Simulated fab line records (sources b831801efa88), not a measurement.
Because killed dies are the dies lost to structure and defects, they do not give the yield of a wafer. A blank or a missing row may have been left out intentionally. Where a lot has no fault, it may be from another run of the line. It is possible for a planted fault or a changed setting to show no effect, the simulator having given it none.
fab line records	flow gf180mcu
[record] lots = 13	wafers = 39	last-day = 34
route steps=602 shown MVSD@73 HV_LDD@206 CONTACT@303
lots that met no fault: from a run of the same line without faults
start-h: hours from the record's opening day to when the first of the lot's shown wafers began	wait-h: how many hours have passed since the lot's step before this one	" repeats the value in the row above	L1.1+2: one row covering several wafers at once	- either no value or no given start	* or withheld: withheld	< > ~ a bound
route shown NAME@n: a module of which the file shows steps, and the number in the route of the first	usual: mean/standard deviation taken from wafers without a fault	same: alike in all rows	chamber/n: place in a boat	sites: the reading at each site	_std_site: their standard deviation	_edge_site: inner sites' mean taken away from outer sites' mean	radius-mm: how far each site lies from the wafer's centre	mask NAME#n: copy n	behind: the last tool/chamber to shape the wafer	hold: cause of the lot's hold/its duration in hours/its outcome	device: transistor that didn't switch, given as n, p or np	end of line: tests run on the same wafers once the route is complete	for a step that has no rows: nothing shown but its recipe	killed: count of dies lost to structure and defects at first sort (not the wafer's yield)	map: a wafer's dies, marking killed ones x, the rest . and places with no die _
set.NAME: the run value of the setting; set.NAME@STEP: its run value at that earlier step	model.NAME: the simulator's own value behind a step, which no gauge read
the route's steps for a sample of lots (tables are steps, rows are wafers)
services: from which hour (start-h, from the record's first day; less than 0 if before it) a tool's chamber was out of use, for how many hours, and why
[[steps]]
[step GF_MVSD_OVL_MEAS_07]
[usual] MVSD_OVL = 0.2/1.3
lot.wafer	tool	chamber	start-h	wait-h	MVSD_OVL[nm]
L172.2	overlay-02	-	79.92	-	0.2
L172.4	"	-	"	"	-0.2
L172.6	"	-	"	"	-1.2
L173.1	overlay-01	-	88.49	-	-0.3
L173.2	"	-	"	"	1.6
L173.5	"	-	"	"	0.9
L174.2	overlay-01	-	93.37	-	0.7
L174.5	"	-	"	"	0.5
L174.6	"	-	"	"	-0.1
L177.2	overlay-02	-	110.72	-	0.2
L177.5	"	-	"	"	0.1
L177.6	"	-	"	"	0.4
L179.1	overlay-01	-	121.36	-	-1.8
L179.4	"	-	"	"	-0.2
L179.6	"	-	"	"	-0.6
L181.1	overlay-02	-	135.06	-	-0.3
L181.2	"	-	"	"	-0.5
L181.5	"	-	"	"	0.6
L182.1	overlay-02	-	138.91	-	-2.8
L182.3	"	-	"	"	0.1
L182.4	"	-	"	"	-0.8
L183.3	overlay-01	-	144.47	-	-0.2
L183.5	"	-	"	"	1.3
L183.6	"	-	"	"	-2.7
L184.1	overlay-01	-	150.86	-	-1.4
L184.3	"	-	"	"	-1.6
L184.4	"	-	"	"	-0.5
L185.3	overlay-01	-	158.45	-	-0.7
L185.4	"	-	"	"	-0.9
L185.5	"	-	"	"	-1.0
L188.2	overlay-02	-	174.66	-	-0.5
L188.4	"	-	"	"	-0.5
L188.5	"	-	"	"	-0.9
L192.1	overlay-01	-	198.91	-	0.4
L192.2	"	-	"	"	1.9
L192.3	"	-	"	"	-0.3
L193.1	overlay-01	-	203.89	-	-1.1
L193.3	"	-	"	"	-1.0
L193.6	"	-	"	"	-2.6
[step GF_HV_LDD_DEVELOP_30]
[recipe] develop-time-s = 60	dev-temp-c = 23
[usual] exhaust-pa = 45.0/0.99	resist-line-temp-C = 23.00/0.11
lot.wafer	tool	chamber	start-h	wait-h	exhaust-pa	resist-line-temp-C
L172.2	litho-track-02	0	251.53	0.1	44.5	22.91
L172.4	"	0	"	"	44.4	23.18
L172.6	"	0	"	"	42.9	22.96
L173.1	litho-track-04	0	259.09	0.1	45.3	23.16
L173.2	"	0	"	"	43.2	23.00
L173.5	"	0	"	"	46.4	22.99
L174.2	litho-track-03	0	267.58	0.1	43.9	23.16
L174.5	"	0	"	"	44.7	23.14
L174.6	"	0	"	"	44.5	23.15
L177.2	litho-track-02	0	289.03	0.1	43.7	23.13
L177.5	"	0	"	"	46.4	22.94
L177.6	"	0	"	"	45.5	23.08
L179.1	litho-track-04	0	306.24	0.1	45.0	22.84
L179.4	"	0	"	"	45.2	22.99
L179.6	"	0	"	"	45.1	22.93
L181.1	litho-track-02	0	323.56	0.1	44.0	22.90
L181.2	"	0	"	"	44.8	22.93
L181.5	"	0	"	"	44.9	22.87
L182.1	litho-track-04	0	331.24	0.1	43.5	22.84
L182.3	"	0	"	"	44.8	22.87
L182.4	"	0	"	"	44.0	22.89
L183.3	litho-track-04	0	334.14	0.1	45.7	23.11
L183.5	"	0	"	"	45.7	22.99
L183.6	"	0	"	"	46.0	23.07
L184.1	litho-track-03	0	342.25	0.1	45.1	23.01
L184.3	"	0	"	"	43.6	23.09
L184.4	"	0	"	"	45.2	23.07
L185.3	litho-track-04	0	356.24	0.1	44.9	23.01
L185.4	"	0	"	"	44.5	22.97
L185.5	"	0	"	"	44.4	22.97
L188.2	litho-track-04	0	377.71	0.1	46.2	23.09
L188.4	"	0	"	"	46.8	23.00
L188.5	"	0	"	"	45.5	23.06
L192.1	litho-track-03	0	409.10	0.1	44.8	22.90
L192.2	"	0	"	"	44.6	22.77
L192.3	"	0	"	"	42.6	22.92
L193.1	litho-track-03	0	417.95	0.1	45.3	23.08
L193.3	"	0	"	"	45.3	23.00
L193.6	"	0	"	"	44.9	23.04
[step GF_HV_LDD_CD_MEAS_31]
[recipe] target-cd-nm = 400
[usual] cd-nm = 399.8/2.3
lot.wafer	tool	chamber	start-h	wait-h	cd-nm
L172.2	cd-sem-01	-	251.68	0.1	400.9
L172.4	"	-	"	"	403.8
L172.6	"	-	"	"	403.1
L173.1	cd-sem-02	-	259.24	0.1	398.9
L173.2	"	-	"	"	398.5
L173.5	"	-	"	"	397.5
L174.2	cd-sem-02	-	267.72	0.1	403.2
L174.5	"	-	"	"	404.5
L174.6	"	-	"	"	404.3
L177.2	cd-sem-02	-	289.18	0.1	404.1
L177.5	"	-	"	"	405.0
L177.6	"	-	"	"	400.7
L179.1	cd-sem-02	-	306.39	0.1	397.1
L179.4	"	-	"	"	397.5
L179.6	"	-	"	"	398.2
L181.1	cd-sem-01	-	323.71	0.1	400.7
L181.2	"	-	"	"	399.5
L181.5	"	-	"	"	399.3
L182.1	cd-sem-02	-	331.39	0.1	396.4
L182.3	"	-	"	"	397.3
L182.4	"	-	"	"	399.5
L183.3	cd-sem-01	-	334.28	0.1	396.2
L183.5	"	-	"	"	397.3
L183.6	"	-	"	"	396.3
L184.1	cd-sem-02	-	342.40	0.1	401.1
L184.3	"	-	"	"	401.9
L184.4	"	-	"	"	401.6
L185.3	cd-sem-01	-	356.38	0.1	399.2
L185.4	"	-	"	"	403.8
L185.5	"	-	"	"	401.2
L188.2	cd-sem-02	-	377.86	0.1	399.1
L188.4	"	-	"	"	399.6
L188.5	"	-	"	"	401.8
L192.1	cd-sem-01	-	409.25	0.1	393.8
L192.2	"	-	"	"	406.9
L192.3	"	-	"	"	409.0
L193.1	cd-sem-02	-	418.10	0.1	401.5
L193.3	"	-	"	"	416.0
L193.6	"	-	"	"	401.4
[step GF_CONTACT_ETCH_16]
[recipe] chemistry = N2/H2	target-depth-a = withheld	overetch-a = withheld	time-s = withheld	target = BARC	ion-energy-ev = 200	source-w = 500	bias-w = 100	pressure-mtorr = 30	n2-flow-sccm = 100	h2-flow-sccm = 200
[usual] drypump-motor-current-A = 5.5/0.34	oes-product-au = 0.856/0.0051	throttle-valve-pct = 13.223/0.0082
lot.wafer	tool	chamber	start-h	wait-h	drypump-motor-current-A	oes-product-au	throttle-valve-pct
L172.2	rie-diel-03	1	359.41	0.0	5.2	0.858	13.230
L172.4	"	0	"	"	6.0	0.855	13.230
L172.6	"	2	"	"	5.9	0.863	13.215
L173.1	rie-diel-02	2	367.19	0.0	4.9	0.856	13.215
L173.2	"	1	"	"	6.0	0.849	13.220
L173.5	"	2	"	"	4.9	0.851	13.228
L174.2	rie-diel-03	3	379.61	0.0	5.8	0.856	13.217
L174.5	"	3	"	"	5.8	0.855	13.224
L174.6	"	0	"	"	6.0	0.857	13.223
L177.2	rie-diel-03	0	405.71	0.0	5.9	0.861	13.219
L177.5	"	2	"	"	5.9	0.848	13.210
L177.6	"	1	"	"	5.2	0.858	13.217
L179.1	rie-diel-01	3	427.51	0.0	5.2	0.855	13.231
L179.4	"	0	"	"	5.3	0.860	13.227
L179.6	"	0	"	"	5.3	0.857	13.223
L181.1	rie-diel-03	1	445.49	0.0	5.1	0.852	13.233
L181.2	"	3	"	"	5.9	0.850	13.231
L181.5	"	3	"	"	5.8	0.857	13.235
L182.1	rie-diel-01	0	453.81	0.0	5.3	0.855	13.217
L182.3	"	3	"	"	5.2	0.856	13.231
L182.4	"	2	"	"	5.2	0.851	13.236
L183.3	rie-diel-01	0	458.46	0.0	5.3	0.858	13.220
L183.5	"	1	"	"	5.5	0.866	13.223
L183.6	"	0	"	"	5.3	0.859	13.220
L184.1	rie-diel-03	1	467.94	0.0	5.2	0.861	13.219
L184.3	"	0	"	"	6.0	0.864	13.236
L184.4	"	3	"	"	5.9	0.850	13.224
L185.3	rie-diel-02	0	480.25	0.0	5.4	0.857	13.212
L185.4	"	3	"	"	5.3	0.860	13.217
L185.5	"	0	"	"	5.4	0.848	13.215
L188.2	rie-diel-03	0	503.61	0.0	6.0	0.863	13.230
L188.4	"	1	"	"	5.1	0.865	13.229
L188.5	"	3	"	"	5.8	0.848	13.223
L192.1	rie-diel-02	2	535.45	0.0	5.0	0.859	13.227
L192.2	"	1	"	"	6.0	0.859	13.223
L192.3	"	0	"	"	5.5	0.855	13.230
L193.1	rie-diel-02	0	543.59	0.0	5.5	0.848	13.217
L193.3	"	3	"	"	5.4	0.862	13.210
L193.6	"	2	"	"	5.0	0.856	13.227
[step GF_CONTACT_STRIP_18]
[recipe] chemistry = O2/N2	power-w = 1400	pressure-mtorr = 1500	platen-temp-c = 250	o2-flow-sccm = 3000	n2-flow-sccm = 300	overash-fraction = 0.5
[usual] drypump-motor-current-A = 5.8/0.37	heater-power-w = 363/33	oes-product-au = 0.580/0.005
lot.wafer	tool	chamber	start-h	wait-h	drypump-motor-current-A	heater-power-w	oes-product-au	rf-hours-counter-h
L172.2	plasma-asher-02	1	359.58	-	6.3	409	0.580	23
L172.4	"	0	"	"	5.7	353	0.580	-
L172.6	"	0	"	"	5.7	355	0.575	-
L173.1	plasma-asher-04	1	367.36	-	5.4	377	0.582	72
L173.2	"	0	"	"	5.1	313	0.583	72
L173.5	"	1	"	"	5.4	381	0.576	-
L174.2	plasma-asher-02	1	379.78	-	6.3	418	0.574	25
L174.5	"	1	"	"	6.3	421	0.591	-
L174.6	"	0	"	"	5.8	347	0.581	-
L177.2	plasma-asher-02	0	405.88	-	5.8	352	0.573	28
L177.5	"	0	"	"	5.8	349	0.576	-
L177.6	"	1	"	"	6.3	412	0.586	-
L179.1	plasma-asher-02	1	427.67	-	6.3	427	0.568	30
L179.4	"	1	"	"	6.3	419	0.579	-
L179.6	"	1	"	"	6.3	417	0.581	-
L181.1	plasma-asher-02	0	445.66	-	5.8	355	0.580	32
L181.2	"	1	"	"	6.4	415	0.575	32
L181.5	"	0	"	"	5.7	343	0.581	-
L182.1	plasma-asher-02	0	453.97	-	5.8	346	0.585	33
L182.3	"	1	"	"	6.3	420	0.578	-
L182.4	"	0	"	"	5.8	342	0.582	-
L183.3	plasma-asher-01	1	458.65	-	5.8	349	0.576	-
L183.5	"	0	"	"	5.6	341	0.586	-
L183.6	"	1	"	"	5.8	343	0.580	-
L184.1	plasma-asher-01	0	468.11	-	5.6	351	0.600	4
L184.3	"	1	"	"	5.8	354	0.583	-
L184.4	"	0	"	"	5.6	345	0.577	-
L185.3	plasma-asher-01	1	480.45	-	5.8	341	0.586	-
L185.4	"	0	"	"	5.6	342	0.581	-
L185.5	"	1	"	"	5.8	336	0.573	-
L188.2	plasma-asher-02	1	503.78	-	6.3	419	0.586	38
L188.4	"	1	"	"	6.3	414	0.580	-
L188.5	"	1	"	"	6.3	423	0.574	-
L192.1	plasma-asher-04	1	535.62	-	5.4	366	0.581	88
L192.2	"	0	"	"	5.1	323	0.575	88
L192.3	"	0	"	"	5.1	320	0.586	-
L193.1	plasma-asher-01	1	543.76	-	5.9	345	0.578	13
L193.3	"	1	"	"	5.9	357	0.585	-
L193.6	"	1	"	"	5.8	349	0.580	-
[[services]]
tool	chamber	start-h	hours	kind
rie-diel-01	3	243.92	3.7	repair
rie-diel-02	2	266.18	5.0	repair
rie-diel-02	1	273.42	2.9	repair
rie-diel-02	2	274.49	13.0	repair
plasma-asher-02	-	278.30	3.6	repair
rie-diel-03	0	283.07	4.6	repair
rie-diel-02	3	298.85	6.1	repair
plasma-asher-01	-	338.43	3.3	repair
rie-diel-02	-	357.50	4.7	repair
rie-diel-02	-	364.19	2.9	repair
rie-diel-01	1	364.79	3.3	repair
rie-diel-02	2	389.73	8.1	repair
rie-diel-02	1	407.66	2.0	repair
plasma-asher-01	-	421.25	9.0	pm
plasma-asher-02	-	428.39	2.3	repair
rie-diel-02	1	437.98	4.0	repair
rie-diel-02	-	465.20	0.3	repair
plasma-asher-02	-	481.29	0.5	repair
rie-diel-03	3	482.61	14.6	repair
rie-diel-02	1	514.09	4.0	repair
plasma-asher-02	-	521.52	4.3	pm
rie-diel-02	-	522.15	2.8	pm
rie-diel-02	1	525.28	7.0	repair
rie-diel-02	3	530.84	2.8	repair
[[key]]
[first-sign] step = GF_HV_LDD_CD_MEAS_31	reading = cd-nm	direction = up	sigmas = 4.7	usual = 399.8	struck = 410.6
effect none on later readings
met-at GF_HV_LDD_DEVELOP_30
struck-lots L192,L193
struck-wafers L192.2,L192.3,L193.3
tester-left-out L192,L193
not-acting-at GF_MVSD_OVL_MEAS_07,GF_CONTACT_ETCH_16,GF_CONTACT_STRIP_18
onset-between 342.25 409.10
[fault] kind = process-parameter-drift	tool = litho-track-03	chamber = -	onset-h = 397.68	steps = GF_HV_LDD_DEVELOP_30	channel = develop-time-s	offset = *	shape = step	end-h = 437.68	scope = struck-wafers-only	acts-in = *	stated = *
// tester-left-out: of these lots the tester's yield and bins aren't shown, on N5 and GAA mostly nor the transistor test; their killed dies are dies lost to structure and defects alone, not to doping, threshold or leakage, so they don't give the yield
